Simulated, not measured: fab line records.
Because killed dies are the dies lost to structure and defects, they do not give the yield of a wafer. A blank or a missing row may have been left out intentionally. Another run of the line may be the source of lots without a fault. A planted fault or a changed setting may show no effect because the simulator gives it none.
What tool caused it?	flow sfq line	Sampling: 14 lots, 40 wafers, 5 of 325 route steps

## WHAT THE GAUGES SHOWED, per wafer
SFQ_I4_OVL_MEAS_928. Usual: I4_OVL gives 0 nm (standard deviation 5.2).
lot	measured	on	I4_OVL (nm)	flag
L388	day 37 13:35	overlay-02	12 6 5	
L389	day 37 14:47	overlay-02	0 -6 -1	
L390	day 38 00:23	overlay-01	-5 -7 -5	
L391	day 38 16:59	overlay-01	1 4 4	
L393	day 39 14:32	overlay-01	-5 -12 -4	
L394	day 39 19:20	overlay-01	-2 6 -1	
L396	day 44 14:42	overlay-02	-1 2 2	
L398	day 46 12:26	overlay-02	-9 0	
L400	day 54 11:31	overlay-01	2 4	
L406	day 54 19:54	overlay-02	4 8 7	
L408	day 55 00:43	overlay-02	-1 -5 -1	
L409	day 55 02:02	overlay-02	6 -4 6	
L410	day 55 04:45	overlay-01	2 3 -1	
L411	day 55 06:31	overlay-01	0 -4 0	

SFQ_M8_OVL_MEAS_948. Usual: M8_OVL gives 3 nm (standard deviation 6.4).
lot	measured	on	M8_OVL (nm)	flag
L388	day 68 16:04	overlay-02	2 3 2	
L389	day 68 18:29	overlay-02	1 1 -3	
L390	day 68 19:41	overlay-02	6 1 10	
L391	day 68 20:52	overlay-02	-5 0 1	
L393	day 70 19:38	overlay-02	6 13 5	
L394	day 70 23:13	overlay-02	2 5 0	
L396	day 71 20:49	overlay-01	-3 3 2	
L398	day 75 03:07	overlay-02	-12 -16	
L400	day 75 12:06	overlay-01	-2 -6	
L406	day 80 22:05	overlay-01	8 3 8	
L408	day 81 05:17	overlay-02	0 4 -2	
L409	day 81 10:30	overlay-02	0 1 -1	
L410	day 81 12:55	overlay-02	4 0 4	
L411	day 81 14:07	overlay-02	5 6 9	

## EACH LOT AND THE TOOL THAT RAN IT (in order: tool; ch and the chambers of the sampled wafers; start)
lot	SFQ_TRILAYER_L0_CAP_PECVD_011	SFQ_TRILAYER_L0_VIA_ETCH_VIA_ETCH_016	SFQ_TRILAYER_A5C_DEP_PECVD_142
L388	pecvd-04 ch 0,1,2, day 2 11:16	rie diel-04 ch 0,2, day 4 22:02	pecvd-03 ch 0,1,2, day 47 05:04
L389	pecvd-04 ch 0,2, day 2 13:41	rie diel-01 ch 0,3, day 4 23:14	pecvd-04 ch 0,1, day 47 06:16
L390	pecvd-03 ch 0,1,2, day 4 07:53	rie diel-02 ch 0,2,3, day 7 16:21	pecvd-02 ch 0,1, day 47 07:28
L391	pecvd-03 ch 0,1, day 4 16:50	rie diel-01 ch 1,2, day 8 09:24	pecvd-03 ch 0,1, day 47 08:40
L393	pecvd-04 ch 0,1,2, day 5 13:07	rie diel-01 ch 1,2, day 9 04:36	pecvd-03 ch 0,1,2, day 47 12:16
L394	pecvd-01 ch 0,1,2, day 5 17:54	rie diel-02 ch 1,2, day 9 09:24	pecvd-04 ch 1,2, day 47 14:40
L396	pecvd-01 ch 1,2, day 6 05:11	rie diel-01 ch 0,2,3, day 10 04:36	pecvd-02 ch 0,1,2, day 48 00:16
L398	pecvd-01 ch 0, day 6 18:23	rie diel-04 ch 0,1, day 10 18:09	pecvd-04 ch 1,2, day 49 01:28
L400	pecvd-01 ch 0, day 7 08:46	rie diel-04 ch 1,3, day 11 09:46	pecvd-02 ch 0,2, day 61 09:32
L406	pecvd-04 ch 0,1,2, day 9 00:37	rie diel-02 ch 0,1,2, day 13 06:13	pecvd-02 ch 0,1,2, day 65 04:38
L408	pecvd-04 ch 0,1,2, day 9 09:01	rie diel-04 ch 0,1,3, day 13 19:25	pecvd-02 ch 0,1,2, day 65 08:14
L409	pecvd-03 ch 0,1,2, day 9 16:13	rie diel-04 ch 0,1,3, day 14 02:37	pecvd-04 ch 0,1,2, day 65 09:26
L410	pecvd-04 ch 0,1, day 9 23:25	rie diel-04 ch 1,2,3, day 14 07:25	pecvd-03 ch 0,1, day 65 10:38
L411	pecvd-01 ch 0,1,2, day 10 07:49	rie diel-02 ch 0,2,3, day 14 17:01	pecvd-02 ch 0,1, day 65 16:38
- SFQ_TRILAYER_L0_CAP_PECVD_011: deposits SiO2 from SiH4/N2O, time 13.333 s, target thk 60 nm.
- SFQ_TRILAYER_L0_VIA_ETCH_VIA_ETCH_016: etches SiO2 in CHF3, stops on MoNx KI, target depth 80 nm.
- SFQ_TRILAYER_A5C_DEP_PECVD_142: deposits SiO2 from SiH4/N2O, time 15.556 s, target thk 70 nm.

## AS READ BY THE TOOLS THEMSELVES (means over the sampled wafers that have a number; for cases with no such wafer, the mark the record gives instead)
SFQ_TRILAYER_L0_CAP_PECVD_011. Usual: heater power w 84 W, standard deviation 7.1; susceptor temp C 150.03 C, standard deviation 0.14; throttle valve pct 25.4 %, standard deviation 2.9.
lot	tool	heater power w (W)	susceptor temp C (C)	throttle valve pct (%)	flag
L388	pecvd-04	79	150.12	23.0	
L389	pecvd-04	83	150.13	22.6	
L390	pecvd-03	87	149.99	27.3	
L391	pecvd-03	87	150.06	26.2	
L393	pecvd-04	79	149.95	23.0	
L394	pecvd-01	83	150.13	26.9	
L396	pecvd-01	80	150.11	25.3	
L398	pecvd-01	86	150.01	30.9	
L400	pecvd-01	79	150.06	31.4	
L406	pecvd-04	82	150.04	23.2	
L408	pecvd-04	86	149.99	23.2	
L409	pecvd-03	86	149.95	27.4	
L410	pecvd-04	90	149.85	23.1	
L411	pecvd-01	88	150.02	22.9	

SFQ_TRILAYER_L0_VIA_ETCH_VIA_ETCH_016. Usual: drypump motor current A 5.6 A, standard deviation 0.59; oes product au 0.841 a.u., standard deviation 0.0075.
lot	tool	drypump motor current A (A)	oes product au (a.u.)	flag
L388	rie diel-04	6.1	0.850	
L389	rie diel-01	6.0	0.843	
L390	rie diel-02	6.1	0.843	
L391	rie diel-01	4.9	0.838	
L393	rie diel-01	4.9	0.839	
L394	rie diel-02	5.4	0.835	
L396	rie diel-01	5.5	0.830	
L398	rie diel-04	5.8	0.822	
L400	rie diel-04	5.5	0.822	
L406	rie diel-02	5.7	0.840	
L408	rie diel-04	5.7	0.837	
L409	rie diel-04	5.7	0.849	
L410	rie diel-04	5.7	0.846	
L411	rie diel-02	6.0	0.842	

SFQ_TRILAYER_A5C_DEP_PECVD_142. Usual: heater power w 83 W, standard deviation 9.6; susceptor temp C 150.01 C, standard deviation 0.15; throttle valve pct 24.1 %, standard deviation 1.
lot	tool	heater power w (W)	susceptor temp C (C)	throttle valve pct (%)	flag
L388	pecvd-03	88	149.99	23.6	
L389	pecvd-04	85	150.14	23.8	
L390	pecvd-02	84	150.07	23.3	
L391	pecvd-03	88	150.01	23.6	
L393	pecvd-03	81	150.03	23.5	
L394	pecvd-04	82	150.11	24.4	
L396	pecvd-02	82	149.91	23.9	
L398	pecvd-04	85	150.04	24.8	
L400	pecvd-02	74	149.94	25.4	
L406	pecvd-02	82	150.13	25.3	
L408	pecvd-02	81	150.02	25.4	
L409	pecvd-04	90	150.02	23.5	
L410	pecvd-03	85	150.08	24.3	
L411	pecvd-02	84	149.80	24.9	

## THE ANSWER, worked out from the rows above alone
Rule: a lot is off if the mean of its wafers that have a number lies more than 3 standard deviations from the usual mean. Also off: a lot with no number at a reading for which 4 or more lots have one. The other lots that the step has rows for count as sound. Order of review: gauges by route order, followed by the tools' own readings, for which a lot's mean as printed above is used. The first step at which some lot is off is used, and at that step the reading that is off furthest; a lot without a number counts as furthest.
No lot is off at any reading shown: from this, nothing can be told.

## WHAT WAS PUT IN BY THE SIMULATOR
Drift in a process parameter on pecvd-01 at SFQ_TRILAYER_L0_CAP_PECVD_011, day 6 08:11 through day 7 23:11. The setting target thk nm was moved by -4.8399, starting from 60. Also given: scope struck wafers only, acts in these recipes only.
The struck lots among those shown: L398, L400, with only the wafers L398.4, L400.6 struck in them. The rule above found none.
